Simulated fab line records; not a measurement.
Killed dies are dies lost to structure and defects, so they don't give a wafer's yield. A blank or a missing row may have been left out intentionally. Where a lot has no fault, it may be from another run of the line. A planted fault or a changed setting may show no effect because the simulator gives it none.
A struck lot beside a sound one    flow sky130    15 steps out of a route of 708
Sound: the wafers L600.2, L600.4, L600.5. Struck: wafer L619.2 (L619.1, L619.6, from the same lot, were not struck and are left out); the cause is given at the end.
Order at every step that has rows: each side's tool, ch and its chambers, its first start. Under that, the readings that differ: sound wafers    struck wafers    difference of the means    sigmas: that difference in standard deviations of wafers without a fault.
alike: words and numbers the same on both sides, and readings whose means are apart by under 2 such deviations; not compared: readings that were withheld, readings missing a value for some wafer, numbers with overlapping values and no deviation given by the record, and bounds like >300 which may hide the same value.
Wherever a step has rows on one side only, a row that says differs or no value, or a row with sigmas, the two part there. Numbers that don't overlap but have no deviation are shown without sigmas and don't part them. A reading that every wafer of one side lacks parts them only if that side has two wafers or more.

SKY_VIA4_THK_MEAS_20: measures by xrf.
  struck on film-metro-04, day 47 23:14; sound on film-metro-04, day 43 11:47
  alike: VIA4_W_THK
SKY_VIA4_CMP_21: polishes, stops on SiO2, t overpolish 25 s, target thk 0 nm.
  sound on cmp-02 ch 0,1,3, day 43 11:56; struck on cmp-01 ch 2, day 47 23:18
  alike: motor-current-A, overpolish-run-s, time-to-endpoint-s
SKY_METAL5_SPUTTER_00: material Ti, target thk 15 nm, time 10 s.
  struck on pvd-sputter-03, day 47 23:36; sound on pvd-sputter-03, day 43 12:08
  alike: throttle-valve-pct
then, 1 step without rows for these wafers: SKY_METAL5_SPUTTER_01 (material TiN, target thk 20 nm, time 16.7 s).
SKY_METAL5_SPUTTER_02: material AlCu, target thk 1150 nm, time 61.2 s.
  struck on pvd-sputter-03, day 47 23:39; sound on pvd-sputter-03, day 43 12:11
  alike: throttle-valve-pct
SKY_METAL5_SPUTTER_03: material Ti, target thk 5 nm, time 3.3 s.
  struck on pvd-sputter-03, day 47 23:42; sound on pvd-sputter-03, day 43 12:14
  alike: throttle-valve-pct
SKY_METAL5_SPUTTER_04: material TiN, target thk 70 nm, time 58.3 s.
  struck on pvd-sputter-03, day 47 23:43; sound on pvd-sputter-03, day 43 12:15
  alike: throttle-valve-pct
SKY_METAL5_RS_MEAS_05: measurement is done with a four-point probe.
  struck on film-metro-02, day 47 23:46; sound on film-metro-03, day 43 12:19
  alike: METAL5_ALCU_RS
SKY_METAL5_THK_MEAS_06: measures by xrf.
  struck on film-metro-02, day 47 23:53; sound on film-metro-03, day 43 12:26
  alike: METAL5_ALCU_THK
then, 3 steps without rows for these wafers: SKY_METAL5_DEHYDRATE_07 (time 60 s); SKY_METAL5_HMDS_08 (prime time 60 s); SKY_METAL5_COAT_09 (resist thk 1800 nm).
SKY_METAL5_SOFTBAKE_10: time 60 s.
  sound on litho-track-02 ch 0, day 44 00:20; struck on litho-track-02 ch 0, day 48 09:01
reading                   sound              struck  difference  sigmas
heater-power-total-W (W)  56.58 56.62 56.66  58.02   +1.40       +28
run-length-s (s)          88.89 88.86 88.99  84.48   -4.43       -40
then, 1 step without rows for these wafers: SKY_METAL5_EXPOSE_11 (exposes mask MM5, target cd 1600 nm).
SKY_PAD_OPEN_PROBE_99:
  struck on prober-01, day 50 08:47; sound on prober-02, day 46 09:19
reading                sound        struck  difference  sigmas
sort_bin_6_memory (%)  4.3 5.3 7.1  8.1     +2.5        +2
  alike: defect-limited-yield, killed_at_M0_to_M3, killed_at_M4_up, killed-at-contacts, killed-at-front-end, killed-at-other, killed-dies, killed-open, killed-short, sort_bin_3_pad_short, sort_bin_5_function, sort-n-pass, sort-yield-pct

== WHERE THEY PART ==
At SKY_METAL5_SOFTBAKE_10 first; at SKY_PAD_OPEN_PROBE_99 last (within this record only).

WHY: whatever the simulator had introduced
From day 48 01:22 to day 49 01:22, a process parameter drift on litho-track-02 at SKY_METAL5_SOFTBAKE_10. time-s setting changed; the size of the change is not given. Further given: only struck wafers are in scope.
